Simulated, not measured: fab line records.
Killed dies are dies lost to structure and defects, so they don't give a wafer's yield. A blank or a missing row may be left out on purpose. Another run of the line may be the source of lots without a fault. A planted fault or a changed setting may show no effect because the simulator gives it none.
The same fault as seen by 2 desks || flow sky130 || what lay behind the numbers comes last; until then each desk has only its own

## THE TOOL OWNER'S DESK: pvdSputter-04
At SKY_METAL1_SPUTTER_04 (material TiN, target thk 70 nm, time 58.3 s) the tool's own readings: per lot run on this tool, the mean of the sampled wafers that have a number. A lot is out of limits, marked OUT, if its mean lies more than 4 standard deviations from the usual mean; the brackets give that distance.
Columns: A = chamberPressurePa at SKY_METAL1_SPUTTER_04, usual 0.3999 Pa; B = throttleValvePct at SKY_METAL1_SPUTTER_04, usual 30.4 %
{"lot": "L479", "first seen here": "day 31 14:20", "A": 0.3996, "B": 29.2}
{"lot": "L487", "first seen here": "day 34 05:50", "A": 0.4003, "B": 31.1}
{"lot": "L500", "first seen here": "day 38 01:49", "A": 0.4000, "B": 30.2}
{"lot": "L501", "first seen here": "day 38 12:56", "A": 0.3994, "B": 30.4}
This desk's finding: nothing out of limits on any of the 4 lots.

## AT THE METROLOGY DESK
Lot by lot, what the gauges showed, no matter which tool ran the lot: averages of those sampled wafers that carry a number. A lot is out of limits, marked OUT, if its mean lies more than 4 standard deviations from the usual mean; the brackets give that distance.
Columns: A = SONOS_ONO_CVD_02_THK at SKY_SONOS_ONO_THK_MEAS_03, usual 10.47 nm; B = POLY_GATE_TW at SKY_RES_PROTECT_TW_MEAS_08, usual 4054; C = METAL1_ALCU_THK at SKY_METAL1_THK_MEAS_06, usual 247.3 nm
{"lot": "L479", "first seen here": "day 11 16:31", "A": 10.52, "B": 4102, "C": 247.3}
{"lot": "L487", "first seen here": "day 14 02:02", "A": 10.41, "B": 4102, "C": 239.1}
{"lot": "L492", "first seen here": "day 16 01:22", "A": 10.43, "B": 4109, "C": 248.3}
{"lot": "L493", "first seen here": "day 16 05:44", "A": 10.41, "B": 4021, "C": 247.5}
{"lot": "L494", "first seen here": "day 16 16:48", "A": 10.55, "B": 4019, "C": 247.4}
{"lot": "L496", "first seen here": "day 17 12:41", "A": 10.41, "B": 4013, "C": 243.6}
{"lot": "L497", "first seen here": "day 17 16:19", "A": 10.40, "B": 3998, "C": 246.5}
{"lot": "L499", "first seen here": "day 18 01:44", "A": 10.57, "B": 4057, "C": 250.5}
{"lot": "L498", "first seen here": "day 18 01:45", "A": 10.44, "B": 4025, "C": 246.9}
{"lot": "L500", "first seen here": "day 18 07:34", "A": 10.42, "B": 4080, "C": 245.5}
{"lot": "L501", "first seen here": "day 18 21:32", "A": 10.23, "B": 4032, "C": 247.9}
This desk's finding: nothing out of limits on any of the 11 lots.

## ALL TOGETHER
The desk of the tool owner found nothing out of limits.
The metrology desk saw nothing out of limits.

## WHAT THE SIMULATOR PUT IN
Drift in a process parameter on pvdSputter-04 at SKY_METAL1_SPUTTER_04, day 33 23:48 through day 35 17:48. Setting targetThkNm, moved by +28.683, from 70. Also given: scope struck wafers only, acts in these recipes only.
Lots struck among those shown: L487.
